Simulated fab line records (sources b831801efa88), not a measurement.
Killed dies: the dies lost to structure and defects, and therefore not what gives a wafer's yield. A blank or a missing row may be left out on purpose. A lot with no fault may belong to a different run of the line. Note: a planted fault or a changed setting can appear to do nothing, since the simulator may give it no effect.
Code-filled problem report in 8D (eight disciplines) form / flow sfqLine / the parts of the form that need people (team, actions taken, sign-off) are left out

== 1. WHAT WENT WRONG ==
JJ_NB_RS at SFQ_JJ_RS_MEAS_929 reads a mean of 0.918 ohm/sq on 6 wafers of 2 lots; wafers without a fault read 1.046 ohm/sq with a standard deviation of 0.011. Measured from the usual mean, that is -12 standard deviations.
The step: measures by four-point-probe.
First observed at day 53 01:13: wafer L824.2, on filmMetro-01. At this step, 42 wafers from 14 lots have a number in the record. The rule behind "out" and "out of limits": a value lying over 4 standard deviations away from the usual mean. All remaining wafers that have a number are taken as sound.

== 2. WHAT IT IS AND WHAT IT IS NOT ==
question=which readings at this step | is=JJ_NB_RS | is not=-
question=which lots | is=L824, L825 | is not=L814, L815, L816, L818, L820, L822, L823, L829, L832, L834, L835, L837
question=which wafers of those lots | is=all that have a number | is not=-
question=read on which gauges | is=filmMetro-01 | is not=filmMetro-02, filmMetro-04
question=when | is=from day 53 01:13 | is not=up to then (21 sound wafers); but 15 sound wafers of L829, L832, L834, L835, L837 came after

== 3. WHAT RULES OUT EACH SUSPECT ==
Counting: any tool at a process step up to the reading is kept as a suspect provided that every lot that is out went through it and no sound lot did after the first of them.
- the gauge at SFQ_JJ_RS_MEAS_929 has been ruled out. All the wafers that are out were read on filmMetro-01, but those of them that SFQ_TRILAYER_JJ_TRILAYER_DEP_SPUTTER_112 has rows for are out there too, on other tools.
- rieMetal-03 at SFQ_TRILAYER_I3_VIA_STRIP_STRIP_089 (strips in O2): kept. It processed each lot that is out, first L824 at day 46 12:10, and no sound lot thereafter; up to then, the last sound lot it processed was L822 at day 45 12:27.
- rieMetal-04 at SFQ_TRILAYER_M4_STRIP_STRIP_097 (strips in O2): ruled out as a lasting fault. After its first lot that is out, L824 (day 46 23:05), sound lots L829 ran on it.
- pvdSputter-06 at SFQ_TRILAYER_JJ_TRILAYER_DEP_SPUTTER_112 (material Nb, target thk 170 nm, time 113.3 s): ruled out as a lasting fault. After its first lot that is out, L824 (day 53 01:07), sound lots L829 ran on it.
After counting, what remains is rieMetal-03 at SFQ_TRILAYER_I3_VIA_STRIP_STRIP_089.

== 4. THE CAUSE (what the simulator had put in) ==
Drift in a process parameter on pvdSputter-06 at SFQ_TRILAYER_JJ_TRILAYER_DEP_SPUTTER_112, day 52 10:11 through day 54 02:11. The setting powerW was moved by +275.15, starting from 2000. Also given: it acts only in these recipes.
Counting ruled it out, wrongly: the rule takes a fault to strike every lot that its tool runs from its start on, and this one did not.

== 5. THE EFFECT CHAIN, in route order ==
One row per reading whose mean, taken over the struck wafers that have a number, lies over 3 standard deviations from the usual. Only readings for which the record gives a usual standard deviation are gone through. hours: the time from each lot's start at the first step in this table that gives one to its start at this step, as a median over the lots. sigmas: the change in usual standard deviations.
hours=0; step=SFQ_TRILAYER_JJ_TRILAYER_DEP_SPUTTER_112; reading=cathodeDcPowerW; usual=2000.0 W; on struck wafers=2275.0; change=+275.0; sigmas=+99 or more
hours=0; step=SFQ_JJ_RS_MEAS_929; reading=JJ_NB_RS; usual=1.046 ohm/sq; on struck wafers=0.918; change=-0.128; sigmas=-12
It contains these process steps:
- SFQ_TRILAYER_JJ_TRILAYER_DEP_SPUTTER_112: material Nb, target thk 170 nm, time 113.3 s.

== 6. HOW IT WOULD HAVE BEEN CAUGHT EARLIER ==
In this record the first reading out of limits at a measuring or inspecting step was taken at day 53 01:13, 15 hours after the fault began at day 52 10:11.
At SFQ_TRILAYER_JJ_TRILAYER_DEP_SPUTTER_112, the tool's own readings (cathodeDcPowerW) were out on each struck wafer the step has a row for, so an alarm limit on them would have fired on the first such wafer.
